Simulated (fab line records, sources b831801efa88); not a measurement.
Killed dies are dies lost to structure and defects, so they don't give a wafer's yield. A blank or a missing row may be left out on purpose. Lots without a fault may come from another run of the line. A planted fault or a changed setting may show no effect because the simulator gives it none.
Chamber matching | flow gf180mcu | GF_V4_CMP_26 on cmp-01: 4 sister chambers
The step polishes, stops on SiO2, t overpolish 15 s, target thk 0 nm. 8 wafers are shown with their chamber, then 9 later ones without.

WAFERS WITH THEIR CHAMBER
wafer  | chamber | time_to_endpoint_s (s) | motor_current_A (A)
L172.1 | 0       | 78                     | 11.4
L173.1 | 1       | 93                     | 11.7
L180.1 | 0       | 80                     | 11.0
L180.2 | 2       | 87                     | 11.4
L180.3 | 1       | 94                     | 11.5
L182.1 | 2       | 90                     | 12.0
L182.3 | 3       | 88                     | 10.8
L182.5 | 3       | 86                     | 10.0

WAFERS WITHOUT THEIR CHAMBER
wafer  | time_to_endpoint_s (s) | motor_current_A (A)
L185.1 | 86                     | 9.6
L185.4 | 90                     | 11.6
L185.5 | 87                     | 11.1
L192.4 | 85                     | 9.9
L192.5 | 89                     | 11.4
L192.6 | 83                     | 9.9
L194.2 | 87                     | 11.4
L194.3 | 80                     | 11.2
L194.5 | 83                     | 11.2

WHICH CHAMBER EACH WENT THROUGH
wafer  | from the rows above          | in truth
L185.1 | 3                            | 3
L185.4 | can't be placed: 2 or 1      | 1
L185.5 | can't be placed: 3 or 2      | 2
L192.4 | 3                            | 3
L192.5 | 2                            | 2
L192.6 | can't be placed: 3 or 0      | 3
L194.2 | can't be placed: 2 or 3      | 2
L194.3 | 0                            | 0
L194.5 | can't be placed: 0 or 3 or 2 | 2
Placed correctly: 4 of 9. Can't be placed from these rows: 5 (the true chamber is among the candidates in 5). Placed wrongly: 0.
How it was worked out, from the rows above alone: a wafer's distance from a chamber is the root of the sum, over the readings, of the square of ((its reading less the chamber's mean) divided by the reading's scatter). The wafer belongs to the nearest chamber; if the next one is less than 2 further off, it can't be placed. A chamber's mean is the mean of its shown wafers. The scatter: the root of (the sum of the squares of (reading less its chamber's mean) over the shown wafers, divided by (wafers less chambers)).
